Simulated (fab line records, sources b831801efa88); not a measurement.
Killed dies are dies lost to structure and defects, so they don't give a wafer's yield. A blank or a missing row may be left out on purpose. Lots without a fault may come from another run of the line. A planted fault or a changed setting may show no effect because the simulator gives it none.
Split-lot experiment | flow sky130 | 5 lots, 27 wafers read, on a route of 708 steps

THE SPLIT
At SKY_POLY_GATE_ETCH_15 (etches BARC in N2/H2, stops on SiO2, time 118.5 s, target depth 110 nm), the setting time_s was moved away from the recipe's 118.5 s on 9 of the 27 wafers read, by -46.9% to +18.2%. The other wafers ran this setting at the recipe's value.

FROM THE SPLIT TO THE READING: what the file shows between them, 5 steps
- SKY_POLY_GATE_ETCH_16: etches Si3N4 in CH3F/O2, stops on poly-Si, time 147.5 s, target depth 75 nm
- SKY_POLY_GATE_ETCH_17: etches poly-Si in HBr/Cl2, stops on SiO2, target depth 180 nm, time 70.5 s
- SKY_POLY_GATE_STRIP_18: strips in O2/N2
- SKY_POLY_GATE_CLEAN_19: cleans in SC1/SC2, time 150 s
- SKY_POLY_GATE_OXIDATION_20: stabilise 600 s, purge 300 s, target thk 4 nm

THE READING
cd_nm, in nm, at SKY_POLY_GATE_CD_MEAS_22. Fault-free wafers of this fab line usually give 151.2 nm, standard deviation 2.1 nm.

wafer  | tool, chamber at the split | time_s as run, s | against the recipe | cd_nm, nm | against lot-mates on the recipe
L074.1 | rie_diel-02, 2             | 118.5            | recipe             | 151.1     | -
L074.2 | rie_diel-02, 3             | 72.81            | -38.6%             | 159.7     | +7.8
L074.3 | rie_diel-02, 1             | 72.81            | -38.6%             | 162.0     | +10.1
L074.4 | rie_diel-02, 0             | 118.5            | recipe             | 152.1     | -
L074.5 | rie_diel-02, 2             | 118.5            | recipe             | 152.6     | -
L074.6 | rie_diel-02, 1             | 72.81            | -38.6%             | 161.5     | +9.6
L077.1 | rie_diel-02, 1             | 140.1            | +18.2%             | 147.4     | -2.3
L077.2 | rie_diel-02, 2             | 140.1            | +18.2%             | 146.4     | -3.3
L077.3 | rie_diel-02, 0             | 118.5            | recipe             | 150.3     | -
L077.4 | rie_diel-02, 3             | 118.5            | recipe             | 150.0     | -
L077.5 | rie_diel-02, 1             | 140.1            | +18.2%             | 149.4     | -0.3
L077.6 | rie_diel-02, 2             | 118.5            | recipe             | 148.8     | -
L080.1 | rie_diel-01, 1             | 62.89            | -46.9%             | 160.7     | +9.0
L080.2 | rie_diel-01, 2             | 62.89            | -46.9%             | 161.0     | +9.3
L080.3 | rie_diel-01, 0             | 62.89            | -46.9%             | 159.0     | +7.3
L080.4 | rie_diel-01, 3             | 118.5            | recipe             | 151.9     | -
L080.5 | rie_diel-01, 0             | 118.5            | recipe             | 152.8     | -
L080.6 | rie_diel-01, 3             | 118.5            | recipe             | 150.3     | -
L079.2 | rie_diel-04, 2             | 118.5            | recipe             | 149.9     | -
L079.3 | rie_diel-04, 0             | 118.5            | recipe             | 149.6     | -
L079.5 | rie_diel-04, 3             | 118.5            | recipe             | 149.9     | -
L085.1 | rie_diel-01, 2             | 118.5            | recipe             | 152.1     | -
L085.2 | rie_diel-01, 3             | 118.5            | recipe             | 151.0     | -
L085.3 | rie_diel-01, 1             | 118.5            | recipe             | 152.8     | -
L085.4 | rie_diel-01, 0             | 118.5            | recipe             | 152.7     | -
L085.5 | rie_diel-01, 0             | 118.5            | recipe             | 155.0     | -
L085.6 | rie_diel-01, 1             | 118.5            | recipe             | 152.1     | -

THE FIT
A straight line over all 27 wafers: cd_nm changes by -0.211 nm for each +1% of time_s; r = -0.94; the points scatter about the line by 1.6 nm.
The same after taking each lot's own level away (the mean of its wafers on the recipe; 27 wafers): -0.191 nm for each +1%; r = -0.95; scatter 1.2 nm.
On that fit, the largest move of time_s shifts the reading by 9 nm.
The lots' own levels span 149.70 to 152.62 nm, that is 1.4 times the standard deviation above.
So the lot-to-lot level changes the slope: the two fits differ.
Check: with one of the wafers moved furthest among these (-46.9%) left out of the fit, the line predicts +9.35 nm for it against its lot-mates. It came out at +9.03 nm against them.
Tool readings at the split's step, against how far the setting was moved: oes_product_au r = -0.97.

OTHER SPLITS ON THESE WAFERS
These wafers also went through other splits before the reading. Each is held against what the fit with the lots' levels taken away leaves over:
other split on the same wafers   | wafers away from the commonest value | r with cd_nm (lot level and that fit taken away)
SKY_FIELD_ISO_WET_ETCH_28 time_s | 21                                   | -0.13
SKY_SONOS_ONO_CVD_04 time_s      | 21                                   | +0.32
SKY_SONOS_ONO_ETCH_15 time_s     | 9                                    | -0.30

THE WHOLE CHAIN: every reading that the file lists as answering this split, in the file's order
step                     | what it does                                                           | reading                                                                                | change (the file's fit)                   | r (the file's)
SKY_POLY_GATE_ETCH_15    | etches BARC in N2/H2, stops on SiO2, time 118.5 s, target depth 110 nm | oes_product_au                                                                         | -0.00541 a.u. for each +1% of the setting | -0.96
SKY_POLY_GATE_ETCH_15    | etches BARC in N2/H2, stops on SiO2, time 118.5 s, target depth 110 nm | KrF-thick_of_POLY_GATE_COAT_08.thk_nm (the simulator's own value, which no gauge read) | -0.911 nm for each +1% of the setting     | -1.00
SKY_POLY_GATE_ETCH_15    | etches BARC in N2/H2, stops on SiO2, time 118.5 s, target depth 110 nm | POLY_GATE.cd_nm (the simulator's own value, which no gauge read)                       | -0.197 nm for each +1% of the setting     | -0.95
SKY_POLY_GATE_STRIP_18   | strips in O2/N2                                                        | strip_time_to_endpoint_s                                                               | withheld for each +1% of the setting      | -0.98
SKY_POLY_GATE_CD_MEAS_22 |                                                                        | cd_nm                                                                                  | -0.196 nm for each +1% of the setting     | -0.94

THE FILE'S OWN FIT
cd_nm changes by -0.196 nm for each +1% of time_s, r = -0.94.
